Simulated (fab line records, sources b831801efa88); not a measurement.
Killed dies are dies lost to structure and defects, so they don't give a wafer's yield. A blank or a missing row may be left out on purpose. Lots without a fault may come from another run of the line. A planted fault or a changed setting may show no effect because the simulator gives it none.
A struck lot beside a sound one | flow sky130 | 16 steps out of a route of 708
Sound: wafers L708.2, L708.4, L708.5. Struck: wafer L712.4. (L712.2, L712.3 of the same lot were not struck and are left out.) The cause comes at the end.
At each step with rows: each side's tool, then ch and its chambers, then its first start. Under that, the readings that differ: sound wafers | struck wafers | difference of the means | sigmas: that difference in standard deviations of wafers without a fault.
alike: readings whose means differ by less than 2 such deviations, and words and numbers that are the same on both sides. not compared: withheld readings, readings that some wafer has no value for, bounds like >300 that may hide the same value, and numbers for which the record gives no deviation and whose values overlap.
The two part at a step that has a row with sigmas, a row that says differs or no value, or rows on one side only. Numbers that don't overlap but have no deviation are shown without sigmas and don't part them. A reading that every wafer of one side lacks parts them only if that side has two wafers or more.

first, 2 steps without rows for these wafers: SKY_METAL3_PEB_11; SKY_METAL3_DEVELOP_12 (develop time 60 s).
SKY_METAL3_CD_MEAS_13: target cd 300 nm.
  sound on cd_sem-01, day 40 01:30; struck on cd_sem-01, day 41 04:38
  alike: cd_nm
SKY_METAL3_OVL_MEAS_14:
  sound on overlay-01, day 40 01:37; struck on overlay-01, day 41 04:44
  alike: METAL3_OVL
SKY_METAL3_DESCUM_15: chemistry O2, time 8 s.
  sound on rie_metal-04 ch 0,1, day 40 01:38; struck on rie_metal-03 ch 0, day 41 04:46
  alike: drypump_motor_current_A, oes_product_au, rf_fwd_power_W
  not compared: rf_hours_counter_h
then, 1 step without rows for these wafers: SKY_METAL3_ETCH_16 (etches BARC in N2/H2, stops on SiO2, time 88.2 s, target depth 60 nm).
SKY_METAL3_ETCH_17: etches SiO2 in C4F8/O2/Ar, stops on TiN, time 3.9 s, target depth 15 nm.
  sound on rie_diel-03 ch 0,1, day 40 01:46; struck on rie_diel-01 ch 1, day 41 04:54
  alike: oes_product_au, rf_fwd_power_W
  not compared: rf_hours_counter_h
SKY_METAL3_METAL_ETCH_18: etches the open film in Cl2/BCl3, stops on SiO2, target depth 845 nm, time 183.1 s.
  sound on rie_metal-02 ch 1, day 40 01:47; struck on rie_metal-02 ch 1, day 41 04:55
  alike: drypump_motor_current_A, oes_product_au, rf_fwd_power_W, throttle_valve_pct
  not compared: rf_hours_counter_h
SKY_METAL3_STRIP_19: strips in O2/N2.
  sound on plasma_asher-02 ch 0,1, day 40 01:58; struck on plasma_asher-02 ch 1, day 41 05:06
  alike: drypump_motor_current_A, oes_product_au, strip_time_to_endpoint_s
  not compared: rf_hours_counter_h
then, 3 steps without rows for these wafers: SKY_METAL3_STRIP_20 (strips in post etch residue remover, time 1200 s); SKY_METAL3_CLEAN_21 (cleans in IPA, time 180 s); SKY_METAL3_CLEAN_22 (cleans in O3/DIW).
SKY_VIA3_HDPCVD_00: deposits SiO2, target thk 1635 nm, time 272.5 s.
  sound on hdpcvd-02 ch 1,2, day 40 02:34; struck on hdpcvd-02 ch 0, day 41 05:42
  reading                                  | sound             | struck | difference | sigmas
  run_length_s (s)                         | 300.9 301.3 299.9 | 216.2  | -84.5      | -99 or more
  model.SiO2_of_VIA3_HDPCVD_00.thk_nm (nm) | 1621 1621 1620    | 1147   | -474       |
  alike: sih4_flow_sccm
SKY_VIA3_THK_MEAS_01:
  sound on film_metro-03, day 40 02:44; struck on film_metro-01, day 41 05:52
  reading              | sound          | struck | difference | sigmas
  VIA3_HDPCVD_THK (nm) | 1620 1621 1619 | 1146   | -474       | -40
SKY_VIA3_CMP_02: polishes SiO2.
  sound on cmp-02 ch 0,2,3, day 40 02:47; struck on cmp-02 ch 0, day 41 06:19
  reading                    | sound             | struck | difference | sigmas
  slurry_filter_dp_kPa (kPa) | 13.53 13.41 13.53 | 13.11  | -0.38      | -3
  alike: edge_zone_pressure_frac, motor_current_A, platen_rpm
-- the record jumps here: 7 days lie between the struck wafers' starts before and after (it left off in module VIA3 and takes up again in module PAD_OPEN, whose first step shown is number 708 of the route) --
SKY_PAD_OPEN_PROBE_99:
  sound on prober-02, day 47 08:12; struck on prober-02, day 48 05:28
  reading                               | sound                | struck    | difference | sigmas
  model.etest.tester.sort_n_pass        | 402 389 407          | 299       | -100       |
  model.etest.tester.sort_yield_pct (%) | 81.71 79.06 82.72    | 60.77     | -20.39     |
  model.etest.tester.sort_bin_3_pct (%) | 0.813 1.22 0.4065    | 22.15     | +21.34     |
  model.etest.met4_comb.leak_log10_a_um | -12.03 -11.98 -12.08 | -7.83     | +4.20      |
  model.etest.tester.sort_bin_8_pct (%) | 0 0 0                | 0.0002121 | +0.0002121 |
  alike: defect_limited_yield, killed_at_M0_to_M3, killed_at_M4_up, killed_at_contacts, killed_at_front_end, killed_at_other, killed_dies, killed_open, killed_short

WHERE THEY PART
First at SKY_VIA3_HDPCVD_00; last, within this record, at SKY_VIA3_CMP_02. Later steps at which nothing parts them and some readings are alike: SKY_PAD_OPEN_PROBE_99.

WHY: what the simulator had put in
Process parameter drift: hdpcvd-02, from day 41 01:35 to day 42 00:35, at SKY_VIA3_HDPCVD_00. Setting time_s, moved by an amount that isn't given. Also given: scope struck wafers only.
